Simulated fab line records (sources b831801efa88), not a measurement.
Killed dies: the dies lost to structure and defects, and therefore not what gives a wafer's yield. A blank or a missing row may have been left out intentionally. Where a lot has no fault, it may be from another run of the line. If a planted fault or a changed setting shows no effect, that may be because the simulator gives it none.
Which tool was responsible? + flow gf180mcu + 36 wafers from 12 lots sampled at 4 of the route's 602 steps

WHAT THE GAUGES READ, wafer by wafer
GF_DUAL_GATE_OVL_MEAS_11. Usual: DUAL_GATE_OVL -0.5 nm, standard deviation 1.
| lot  | measured     | on         | DUAL_GATE_OVL (nm) | flag |
|------|--------------|------------|--------------------|------|
| L249 | day 9 10:57  | overlay-02 | -0.5 -0.9 -1.9     |      |
| L250 | day 9 14:31  | overlay-01 | -0.4 0.3 1.9       |      |
| L255 | day 10 22:20 | overlay-01 | -1.5 -0.4 -0.6     |      |
| L257 | day 11 13:50 | overlay-02 | -1.7 -1.6 -0.5     |      |
| L258 | day 11 17:23 | overlay-01 | -0.3 -1.1 0.3      |      |
| L259 | day 12 05:08 | overlay-01 | 0.6 1.1 0.4        |      |
| L260 | day 12 07:08 | overlay-01 | -0.8 -0.9 -0.9     |      |
| L261 | day 12 14:26 | overlay-02 | 0.8 0.4 -0.2       |      |
| L262 | day 12 22:44 | overlay-01 | -0.7 -0.4 -1.3     |      |
| L263 | day 13 05:56 | overlay-02 | 0.4 -0.8 0.0       |      |
| L265 | day 13 16:39 | overlay-02 | 0.2 -1.3 0.0       |      |
| L268 | day 14 14:08 | overlay-02 | -2.7 -3.1 -0.6     |      |

GF_POLY_GATE_CD_MEAS_10: target cd 280 nm. Usual: cd-nm at 280.0 nm, with a standard deviation of 1.1.
| lot  | measured     | on        | cd-nm (nm)        | flag |
|------|--------------|-----------|-------------------|------|
| L249 | day 10 07:22 | cd-sem-02 | 278.2 280.1 277.9 |      |
| L250 | day 10 11:26 | cd-sem-01 | 278.2 279.1 278.7 |      |
| L255 | day 11 20:40 | cd-sem-02 | 279.2 280.8 280.3 |      |
| L257 | day 12 11:44 | cd-sem-02 | 281.5 281.5 281.6 |      |
| L258 | day 12 15:40 | cd-sem-02 | 280.2 279.3 280.2 |      |
| L259 | day 13 03:53 | cd-sem-01 | 277.8 278.7 278.5 |      |
| L260 | day 13 07:08 | cd-sem-01 | 280.9 281.7 261.9 | OFF  |
| L261 | day 13 13:24 | cd-sem-01 | 258.9 259.4 280.3 | OFF  |
| L262 | day 13 22:50 | cd-sem-02 | 280.2 281.7 281.0 |      |
| L263 | day 14 06:10 | cd-sem-01 | 279.9 280.2 281.6 |      |
| L265 | day 14 16:42 | cd-sem-02 | 279.8 280.4 279.4 |      |
| L268 | day 15 15:16 | cd-sem-01 | 279.8 280.0 281.0 |      |

EACH LOT AND THE TOOL THAT RAN IT (in order: tool; ch and the chambers of the sampled wafers; start)
| lot  | GF_DUAL_GATE_STRIP_13                | GF_POLY_GATE_EXPOSE_07            |
|------|--------------------------------------|-----------------------------------|
| L249 | plasma-asher-03 ch 0,1, day 9 11:04  | krf-scanner-02 ch 0, day 9 23:07  |
| L250 | plasma-asher-03 ch 0,1, day 9 14:39  | krf-scanner-02 ch 0, day 10 02:50 |
| L255 | plasma-asher-03 ch 0,1, day 10 22:27 | krf-scanner-01 ch 0, day 11 11:26 |
| L257 | plasma-asher-01 ch 0,1, day 11 13:57 | krf-scanner-02 ch 0, day 12 02:22 |
| L258 | plasma-asher-03 ch 0,1, day 11 17:31 | krf-scanner-01 ch 0, day 12 06:31 |
| L259 | plasma-asher-01 ch 0,1, day 12 05:15 | krf-scanner-01 ch 0, day 12 18:13 |
| L260 | plasma-asher-03 ch 0,1, day 12 07:15 | krf-scanner-01 ch 0, day 12 20:47 |
| L261 | plasma-asher-04 ch 0,1, day 12 14:35 | krf-scanner-01 ch 0, day 13 03:13 |
| L262 | plasma-asher-04 ch 0,1, day 12 22:53 | krf-scanner-02 ch 0, day 13 13:09 |
| L263 | plasma-asher-04 ch 0,1, day 13 06:03 | krf-scanner-02 ch 0, day 13 20:08 |
| L265 | plasma-asher-03 ch 0,1, day 13 16:52 | krf-scanner-02 ch 0, day 14 06:34 |
| L268 | plasma-asher-03 ch 0,1, day 14 14:15 | krf-scanner-02 ch 0, day 15 04:50 |
- GF_DUAL_GATE_STRIP_13: strips in O2/N2.
- GF_POLY_GATE_EXPOSE_07: exposes mask Poly2, target cd 280 nm.

AS READ BY THE TOOLS THEMSELVES (means over the sampled wafers that have a number; for cases with no such wafer, the mark the record gives instead)
GF_DUAL_GATE_STRIP_13. Usual: drypump-motor-current-A 5.70 A, standard deviation 0.29; heater-power-w 331 W, standard deviation 47; oes-product-au 0.716 a.u., standard deviation 0.0043; strip-time-to-endpoint-s 12.64 s, standard deviation 0.032.
| lot  | tool            | drypump-motor-current-A (A) | heater-power-w (W) | oes-product-au (a.u.) | strip-time-to-endpoint-s (s) | flag |
|------|-----------------|-----------------------------|--------------------|-----------------------|------------------------------|------|
| L249 | plasma-asher-03 | 5.53                        | 388                | 0.718                 | 12.62                        |      |
| L250 | plasma-asher-03 | 5.55                        | 380                | 0.715                 | 12.60                        |      |
| L255 | plasma-asher-03 | 5.54                        | 384                | 0.713                 | 12.62                        |      |
| L257 | plasma-asher-01 | 5.97                        | 314                | 0.715                 | 12.64                        |      |
| L258 | plasma-asher-03 | 5.60                        | 369                | 0.716                 | 12.67                        |      |
| L259 | plasma-asher-01 | 5.98                        | 318                | 0.717                 | 12.61                        |      |
| L260 | plasma-asher-03 | 5.60                        | 369                | 0.719                 | 12.63                        |      |
| L261 | plasma-asher-04 | 5.57                        | 287                | 0.715                 | 12.67                        |      |
| L262 | plasma-asher-04 | 5.70                        | 305                | 0.719                 | 12.60                        |      |
| L263 | plasma-asher-04 | 5.70                        | 300                | 0.710                 | 12.68                        |      |
| L265 | plasma-asher-03 | 5.59                        | 367                | 0.720                 | 12.67                        |      |
| L268 | plasma-asher-03 | 5.60                        | 365                | 0.717                 | 12.63                        |      |

GF_POLY_GATE_EXPOSE_07. Usual: exposure-dose-mJ-cm2 at 28.006, with a standard deviation of 0.026.
| lot  | tool           | exposure-dose-mJ-cm2 | flag |
|------|----------------|----------------------|------|
| L249 | krf-scanner-02 | 28.005               |      |
| L250 | krf-scanner-02 | 27.976               |      |
| L255 | krf-scanner-01 | 28.006               |      |
| L257 | krf-scanner-02 | 28.033               |      |
| L258 | krf-scanner-01 | 28.001               |      |
| L259 | krf-scanner-01 | 28.011               |      |
| L260 | krf-scanner-01 | 28.020               |      |
| L261 | krf-scanner-01 | 27.980               |      |
| L262 | krf-scanner-02 | 28.005               |      |
| L263 | krf-scanner-02 | 28.021               |      |
| L265 | krf-scanner-02 | 28.019               |      |
| L268 | krf-scanner-02 | 28.020               |      |

THE ANSWER, worked out from the rows above alone
Rule: take the mean of a lot's wafers that have a number; if it is more than 3 standard deviations from the usual mean, the lot is off. A lot without any number at a reading at which 4 lots or more have one is off too. Where the step has rows for the other lots, those lots are counted as sound. After the gauges, taken in route order, come the tools' own readings; for these a lot's mean is taken, as printed above. The first step at which some lot is off is used, and at that step the reading that is off furthest; a lot without a number counts as furthest.
Off: L260, L261 (GF_POLY_GATE_CD_MEAS_10, cd-nm).
A tool fits if, at a process step before that reading, it ran every lot that is off, and no sound lot after the first of them. The gauges at GF_POLY_GATE_CD_MEAS_10 are tried like those tools. One fits: GF_POLY_GATE_EXPOSE_07 on krf-scanner-01. A fault onset in the window from L259 (day 12 18:13, its last sound lot) to L260 (day 12 20:47, its first lot off) fits.

WHAT THE SIMULATOR HAD PUT IN
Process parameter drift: krf-scanner-01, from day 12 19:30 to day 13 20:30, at GF_POLY_GATE_EXPOSE_07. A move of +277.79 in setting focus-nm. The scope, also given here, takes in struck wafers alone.
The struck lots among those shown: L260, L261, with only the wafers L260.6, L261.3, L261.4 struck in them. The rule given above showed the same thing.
